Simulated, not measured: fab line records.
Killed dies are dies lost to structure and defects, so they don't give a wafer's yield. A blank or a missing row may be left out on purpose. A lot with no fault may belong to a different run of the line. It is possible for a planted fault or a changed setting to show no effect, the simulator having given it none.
fab line records | flow sky130
record lots=13 | wafers=39 | last-day=50
route steps=708 shown VT_ADJUST_HVTR@138 SONOS_ONO@171 LDD_N@241
lots that met no fault: taken from a fault-free run of the same line
start-h: hours from the record's opening day to when the first of the lot's shown wafers began | wait-h: time in hours since the lot's previous step | " unchanged from the row above | L1.1+2: a single row standing in for several wafers | - value missing, or start not given | * or withheld: withheld | < > ~ a bound
route shown NAME@n: NAME is a module with steps in the file, n the number in the route of the first one | usual: average and standard deviation across the fault-free wafers | same: alike in all rows | chamber/n: place in a boat | sites: each site's reading | _std_site: standard deviation across them | _edge_site: the outer-site mean with the inner-site mean subtracted | radius-mm: how far each site lies from the wafer's centre | mask NAME#n: copy n | behind: tool/chamber where the wafer was last shaped | hold: what put the lot on hold/how long, in hours/how the hold closed | device: the n, p or np transistor that did not switch | end of line: the tests these same wafers got at the end of their route | step lacking rows: just its recipe | killed: dies that structure and defects cost at the first sort, which is not the same as the wafer's yield | map: dies across one wafer; x = killed, . = not, _ = none there
set.NAME: the setting as run; set.NAME@STEP: as run at that earlier step | model.NAME: the simulator's own value behind a step, which no gauge read
steps of the route over a sample of lots; a table a step, a row a wafer
services: from which hour (start-h, from the record's first day; less than 0 if before it) a tool's chamber was out of use, for how many hours, and why
## steps
# step SKY_VT_ADJUST_HVTR_CD_MEAS_07
# recipe target-cd-nm=380
# usual cd-nm=380.4/2
lot.wafer | tool      | chamber | start-h | wait-h | cd-nm
L295.1    | cd-sem-01 | -       | 205.00  | 0.1    | 378.3
L295.2    | "         | -       | "       | "      | 378.5
L295.4    | "         | -       | "       | "      | 380.8
L296.2    | cd-sem-01 | -       | 216.36  | 0.2    | 377.8
L296.4    | "         | -       | "       | "      | 377.8
L296.6    | "         | -       | "       | "      | 376.5
L297.1    | cd-sem-01 | -       | 224.50  | 0.1    | 381.3
L297.4    | "         | -       | "       | "      | 380.8
L297.6    | "         | -       | "       | "      | 381.5
L298.2    | cd-sem-02 | -       | 233.99  | 0.1    | 381.9
L298.3    | "         | -       | "       | "      | 380.6
L298.6    | "         | -       | "       | "      | 381.6
L299.1    | cd-sem-01 | -       | 243.65  | 0.1    | 377.6
L299.2    | "         | -       | "       | "      | 379.8
L299.6    | "         | -       | "       | "      | 378.4
L300.1    | cd-sem-02 | -       | 251.05  | 0.1    | 381.3
L300.2    | "         | -       | "       | "      | 383.6
L300.5    | "         | -       | "       | "      | 381.5
L309.2    | cd-sem-01 | -       | 309.27  | 0.1    | 380.4
L309.3    | "         | -       | "       | "      | 382.8
L309.5    | "         | -       | "       | "      | 380.6
L310.1    | cd-sem-01 | -       | 320.74  | 0.1    | 382.9
L310.2    | "         | -       | "       | "      | 382.9
L310.3    | "         | -       | "       | "      | 382.6
L311.1    | cd-sem-01 | -       | 326.37  | 0.1    | 378.2
L311.5    | "         | -       | "       | "      | 380.6
L311.6    | "         | -       | "       | "      | 379.2
L314.1    | cd-sem-02 | -       | 350.22  | 0.1    | 380.8
L314.3    | "         | -       | "       | "      | 380.9
L314.6    | "         | -       | "       | "      | 382.1
L315.1    | cd-sem-02 | -       | 361.64  | 0.1    | 381.1
L315.4    | "         | -       | "       | "      | 382.2
L315.5    | "         | -       | "       | "      | 378.3
L316.1    | cd-sem-02 | -       | 367.75  | 0.1    | 382.2
L316.2    | "         | -       | "       | "      | 382.6
L316.3    | "         | -       | "       | "      | 382.4
L317.2    | cd-sem-02 | -       | 374.66  | 0.1    | 382.0
L317.4    | "         | -       | "       | "      | 378.6
L317.6    | "         | -       | "       | "      | 382.0
# step SKY_SONOS_ONO_THK_MEAS_03
# recipe reads=Si3N4_of_SONOS_ONO_CVD_02
# usual SONOS_ONO_CVD_02_THK=10.52/0.15
lot.wafer | tool          | chamber | start-h | wait-h | SONOS_ONO_CVD_02_THK[nm]
L295.1    | film-metro-02 | -       | 260.03  | 0.0    | 10.89
L295.2    | "             | -       | "       | "      | 10.78
L295.4    | "             | -       | "       | "      | 10.72
L296.2    | film-metro-04 | -       | 268.88  | 0.0    | 10.31
L296.4    | "             | -       | "       | "      | 10.40
L296.6    | "             | -       | "       | "      | 10.40
L297.1    | film-metro-03 | -       | 277.03  | 0.0    | 10.45
L297.4    | "             | -       | "       | "      | 10.43
L297.6    | "             | -       | "       | "      | 10.39
L298.2    | film-metro-03 | -       | 285.69  | 0.0    | 10.68
L298.3    | "             | -       | "       | "      | 10.44
L298.6    | "             | -       | "       | "      | 10.57
L299.1    | film-metro-03 | -       | 296.70  | 0.0    | 10.31
L299.2    | "             | -       | "       | "      | 10.46
L299.6    | "             | -       | "       | "      | 10.43
L300.1    | film-metro-03 | -       | 304.53  | 0.0    | 10.54
L300.2    | "             | -       | "       | "      | 10.63
L300.5    | "             | -       | "       | "      | 10.53
L309.2    | film-metro-03 | -       | 367.10  | 0.0    | 10.50
L309.3    | "             | -       | "       | "      | 10.26
L309.5    | "             | -       | "       | "      | 10.43
L310.1    | film-metro-02 | -       | 380.42  | 0.0    | 10.37
L310.2    | "             | -       | "       | "      | 10.55
L310.3    | "             | -       | "       | "      | 10.45
L311.1    | film-metro-02 | -       | 388.03  | 0.0    | 10.45
L311.5    | "             | -       | "       | "      | 10.41
L311.6    | "             | -       | "       | "      | 10.34
L314.1    | film-metro-04 | -       | 418.00  | 0.0    | 10.28
L314.3    | "             | -       | "       | "      | 10.36
L314.6    | "             | -       | "       | "      | 10.41
L315.1    | film-metro-04 | -       | 426.97  | 0.0    | 10.63
L315.4    | "             | -       | "       | "      | 10.70
L315.5    | "             | -       | "       | "      | 10.68
L316.1    | film-metro-04 | -       | 433.26  | 0.0    | 10.66
L316.2    | "             | -       | "       | "      | 10.73
L316.3    | "             | -       | "       | "      | 10.54
L317.2    | film-metro-04 | -       | 440.01  | 0.0    | 10.71
L317.4    | "             | -       | "       | "      | 10.68
L317.6    | "             | -       | "       | "      | 10.73
# step SKY_LDD_N_EXPOSE_04
# recipe mask-id=NTM | target-cd-nm=840 | na=0.6 | source-shape=conventional | sigma-outer=0.6 | dose-mj=110
# usual focus-offset-nm=0.0/0.49
lot.wafer | tool             | chamber | start-h | wait-h | mask     | focus-offset-nm
L295.1    | iline-stepper-01 | 0       | 392.97  | -      | NTM#0    | 0.8
L295.2    | "                | 0       | "       | "      | NTM#0    | 0.3
L295.4    | "                | 0       | "       | "      | NTM#0    | 0.8
L296.2    | iline-stepper-01 | 0       | 403.97  | -      | NTM#0    | 0.5
L296.4    | "                | 0       | "       | "      | NTM#0    | 1.0
L296.6    | "                | 0       | "       | "      | NTM#0    | 0.2
L297.1    | iline-stepper-01 | 0       | 413.49  | -      | NTM#0    | 0.1
L297.4    | "                | 0       | "       | "      | NTM#0    | 0.2
L297.6    | "                | 0       | "       | "      | NTM#0    | -0.1
L298.2    | iline-stepper-01 | 0       | 424.86  | -      | NTM#0    | 0.7
L298.3    | "                | 0       | "       | "      | NTM#0    | 0.0
L298.6    | "                | 0       | "       | "      | NTM#0    | 0.0
L299.1    | iline-stepper-01 | 0       | 439.44  | -      | NTM#0    | 0.1
L299.2    | "                | 0       | "       | "      | NTM#0    | -0.2
L299.6    | "                | 0       | "       | "      | NTM#0    | -0.3
L300.1    | iline-stepper-01 | 0       | 443.40  | -      | NTM_R1#0 | 0.0
L300.2    | "                | 0       | "       | "      | NTM_R1#0 | -0.3
L300.5    | "                | 0       | "       | "      | NTM_R1#0 | -0.3
L309.2    | iline-stepper-01 | 0       | 516.16  | -      | NTM#0    | 0.2
L309.3    | "                | 0       | "       | "      | NTM#0    | 0.2
L309.5    | "                | 0       | "       | "      | NTM#0    | -0.7
L310.1    | iline-stepper-02 | 0       | 529.02  | -      | NTM#0    | -1.4
L310.2    | "                | 0       | "       | "      | NTM#0    | -0.7
L310.3    | "                | 0       | "       | "      | NTM#0    | -0.1
L311.1    | iline-stepper-01 | 0       | 532.52  | -      | NTM#0    | 0.1
L311.5    | "                | 0       | "       | "      | NTM#0    | 0.3
L311.6    | "                | 0       | "       | "      | NTM#0    | 0.1
L314.1    | iline-stepper-01 | 0       | 562.72  | -      | NTM#0    | 0.0
L314.3    | "                | 0       | "       | "      | NTM#0    | -0.3
L314.6    | "                | 0       | "       | "      | NTM#0    | -0.6
L315.1    | iline-stepper-02 | 0       | 573.82  | -      | NTM#0    | -0.1
L315.4    | "                | 0       | "       | "      | NTM#0    | 0.4
L315.5    | "                | 0       | "       | "      | NTM#0    | -0.2
L316.1    | iline-stepper-01 | 0       | 581.42  | -      | NTM#0    | 0.3
L316.2    | "                | 0       | "       | "      | NTM#0    | -0.7
L316.3    | "                | 0       | "       | "      | NTM#0    | -0.4
L317.2    | iline-stepper-01 | 0       | 590.41  | -      | NTM#0    | 0.3
L317.4    | "                | 0       | "       | "      | NTM#0    | -0.4
L317.6    | "                | 0       | "       | "      | NTM#0    | 0.0
# step SKY_LDD_N_OVL_MEAS_07
# usual LDD_N_OVL=0.0/1.4
lot.wafer | tool       | chamber | start-h | wait-h | LDD_N_OVL[nm]
L295.1    | overlay-01 | -       | 407.49  | 0.1    | -1.5
L295.2    | "          | -       | "       | "      | -1.0
L295.4    | "          | -       | "       | "      | 0.4
L296.2    | overlay-01 | -       | 418.05  | 0.1    | -1.1
L296.4    | "          | -       | "       | "      | 1.1
L296.6    | "          | -       | "       | "      | -0.2
L297.1    | overlay-01 | -       | 428.14  | 0.1    | -1.5
L297.4    | "          | -       | "       | "      | -2.6
L297.6    | "          | -       | "       | "      | -0.3
L298.2    | overlay-02 | -       | 439.75  | 0.1    | 0.6
L298.3    | "          | -       | "       | "      | 1.3
L298.6    | "          | -       | "       | "      | 0.7
L299.1    | overlay-02 | -       | 454.85  | 0.1    | -1.4
L299.2    | "          | -       | "       | "      | -2.0
L299.6    | "          | -       | "       | "      | -0.3
L300.1    | overlay-01 | -       | 459.60  | 0.1    | 1.7
L300.2    | "          | -       | "       | "      | 2.0
L300.5    | "          | -       | "       | "      | 2.2
L309.2    | overlay-01 | -       | 530.21  | 0.1    | -3.1
L309.3    | "          | -       | "       | "      | -1.5
L309.5    | "          | -       | "       | "      | -1.1
L310.1    | overlay-01 | -       | 543.65  | 0.1    | -0.7
L310.2    | "          | -       | "       | "      | -1.3
L310.3    | "          | -       | "       | "      | -1.5
L311.1    | overlay-02 | -       | 547.60  | 0.1    | 1.8
L311.5    | "          | -       | "       | "      | 1.9
L311.6    | "          | -       | "       | "      | 0.6
L314.1    | overlay-01 | -       | 577.24  | 0.1    | -0.4
L314.3    | "          | -       | "       | "      | -0.5
L314.6    | "          | -       | "       | "      | -1.0
L315.1    | overlay-01 | -       | 588.54  | 0.1    | 0.6
L315.4    | "          | -       | "       | "      | 0.7
L315.5    | "          | -       | "       | "      | 2.0
L316.1    | overlay-02 | -       | 595.54  | 0.1    | -0.1
L316.2    | "          | -       | "       | "      | -1.2
L316.3    | "          | -       | "       | "      | 0.4
L317.2    | overlay-01 | -       | 604.75  | 0.1    | -0.5
L317.4    | "          | -       | "       | "      | -2.4
L317.6    | "          | -       | "       | "      | 0.2
## services
tool             | chamber | start-h | hours | kind
iline-stepper-02 | 0       | 403.05  | -     | calibration
iline-stepper-02 | -       | 405.68  | 4.4   | pm
iline-stepper-01 | -       | 435.22  | 1.7   | pm
iline-stepper-01 | 0       | 462.59  | -     | calibration
## key
first-sign step=SKY_LDD_N_EXPOSE_04 | reading=mask | direction=changed
effect none on later readings
met-at SKY_LDD_N_EXPOSE_04
struck-lots L300
sort-left-out L300.1,L300.2,L300.5
tester-left-out L300
not-acting-at SKY_VT_ADJUST_HVTR_CD_MEAS_07,SKY_SONOS_ONO_THK_MEAS_03,SKY_LDD_N_OVL_MEAS_07
onset-between 439.44 443.40
fault kind=wrong-mask | tool=any | chamber=- | onset-h=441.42 | steps=SKY_LDD_N_EXPOSE_04 | aux-copy=NTM_R1#0 | cd-offset-nm=-101 | scope=struck-lots-only
# tester-left-out: of these lots the tester's yield and bins aren't shown, on N5 and GAA mostly nor the transistor test; their killed dies are dies lost to structure and defects alone, not to doping, threshold or leakage, so they don't give the yield
# sort-left-out: the simulated sort isn't trusted on such a fault, so these wafers' sort isn't shown, and their yield isn't known
